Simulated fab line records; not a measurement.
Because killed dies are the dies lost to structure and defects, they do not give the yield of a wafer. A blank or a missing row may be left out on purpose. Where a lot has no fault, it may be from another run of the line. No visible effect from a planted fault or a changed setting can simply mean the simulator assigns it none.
Problem report, 8D (eight disciplines) form, completed by code    flow gf180mcu    the parts of the form that need people (team, actions taken, sign-off) are left out

== 1. THE PROBLEM ==
Mean of heater_power_total_W at GF_V4_DEHYDRATE_06: 157.83 W across 6 wafers in 2 lots; on wafers with no fault it is 160.38 W (standard deviation 0.13). That puts it -20 standard deviations away from the usual mean.
The step: time 60 s.
The first sign was on wafer L443.1 at day 26 06:11, on litho_track-01. The record has a number at this step for 42 wafers belonging to 14 lots. Rule for "out" (also "out of limits"): further than 4 standard deviations from the usual mean. Any other wafer with a number is counted as sound.

== 2. WHAT THIS IS AND IS NOT ==
question                     is                                  is not
which readings at this step  heater_power_total_W, plate_temp_C  -
which lots                   L443, L444                          L438, L439, L440, L441, L442, L453, L454, L455, L456, L457, L459, L460
which wafers of those lots   all that have a number              -
read on which tools          litho_track-01                      litho_track-03, litho_track-04
when                         from day 26 06:11                   up to then (15 sound wafers); but 21 sound wafers of L453, L454, L455, L456, L457, L459, L460 came after

== 3. THE SUSPECTS, EACH WITH WHAT RULES IT OUT ==
Counting: a tool at any process step up to the reading remains a suspect when it ran all the lots that are out and ran no sound lot after the first of those.
- cmp-01 at GF_V3_CMP_26 (polishes, stops on SiO2, t overpolish 15 s, target thk 0 nm): ruled out as a lasting fault. Sound lots L456, L457, L460 ran on it after its first lot that is out, L443 (day 24 20:58).
- litho_track-01 at GF_V4_DEHYDRATE_06 (time 60 s): ruled out as a lasting fault. Sound lots L456, L457 ran on it after its first lot that is out, L443 (day 26 06:11).
Left after counting: nothing in the record.

== 4. THE CAUSE (what the simulator had put in) ==
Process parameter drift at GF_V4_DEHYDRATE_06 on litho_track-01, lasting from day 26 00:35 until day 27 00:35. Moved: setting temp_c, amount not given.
Counting ruled it out, wrongly.

== 5. THE CHAIN OF EFFECTS, in route order ==
Each row: a reading whose mean over the struck wafers that have a number lies more than 3 standard deviations from the usual. Readings are gone through only where the record gives a usual standard deviation; hours: the median, over the lots, of the time from a lot's start at the first step in this table giving one to that lot's start at this step; sigmas: the change measured in usual standard deviations.
hours  step                reading               usual     on struck wafers  change  sigmas
0      GF_V4_DEHYDRATE_06  heater_power_total_W  160.38 W  157.83            -2.55   -20
0      GF_V4_DEHYDRATE_06  plate_temp_C          199.99 C  197.54            -2.45   -16
Here are the process steps it includes:
- GF_V4_DEHYDRATE_06: time 60 s.

== 6. HOW IT WOULD HAVE BEEN CAUGHT EARLIER ==
In this record no reading fell out of limits until day 26 06:11, 6 hours after the fault had begun at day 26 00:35.
